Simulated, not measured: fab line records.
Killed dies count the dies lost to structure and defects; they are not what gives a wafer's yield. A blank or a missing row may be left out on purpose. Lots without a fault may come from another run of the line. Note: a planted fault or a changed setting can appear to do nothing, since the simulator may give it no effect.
Matching of chambers    flow sky130    3 sister chambers for SKY_VIA1_HDPCVD_00 on hdpcvd-02
The step deposits SiO2, target thk 1030 nm, time 171.7 s. 14 wafers are shown with their chamber, then 7 later ones without.

## WAFERS PAIRED WITH THEIR CHAMBERS
wafer   chamber  sih4_flow_sccm (sccm)
L431.1  2        59.93
L431.2  0        59.94
L431.5  1        59.77
L433.2  2        59.94
L433.3  0        59.83
L433.6  2        59.75
L434.1  0        59.64
L434.2  2        60.01
L434.6  1        59.94
L435.2  1        60.10
L435.3  2        59.92
L435.5  2        60.12
L438.1  2        60.13
L438.2  1        60.11

SIGNATURES (averages over the wafers above)
reading         chamber 0  chamber 1  chamber 2  scatter within a chamber
sih4_flow_sccm  59.8033    59.9800    59.9714    0.143
Rule: for a wafer and a chamber, the distance is found by dividing, reading by reading, the gap between the wafer's reading and the chamber's mean by the reading's scatter, squaring, summing and taking the root. If the next closest chamber is less than 2 further off than the closest, the wafer can't be placed; otherwise it belongs to the closest. The scatter is the square root of a quotient: the sum, over the shown wafers, of each reading's squared deviation from its chamber's mean, divided by wafers minus chambers.

## WAFERS MISSING THEIR CHAMBER
wafer   sih4_flow_sccm (sccm)
L438.5  60.38
L444.1  60.28
L444.4  60.00
L445.2  60.04
L445.6  60.08
L448.1  59.84
L448.6  60.00

## EACH ONE'S CHAMBER
wafer   from the rows above           in truth
L438.5  can't be placed: 1 or 2 or 0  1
L444.1  can't be placed: 1 or 2 or 0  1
L444.4  can't be placed: 1 or 2 or 0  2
L445.2  can't be placed: 1 or 2 or 0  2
L445.6  can't be placed: 1 or 2 or 0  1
L448.1  can't be placed: 0 or 2 or 1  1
L448.6  can't be placed: 1 or 2 or 0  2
Placed correctly: 0 of 7. Can't be placed from these rows: 7 (the true chamber is among the candidates in 7). 0 placed wrongly.
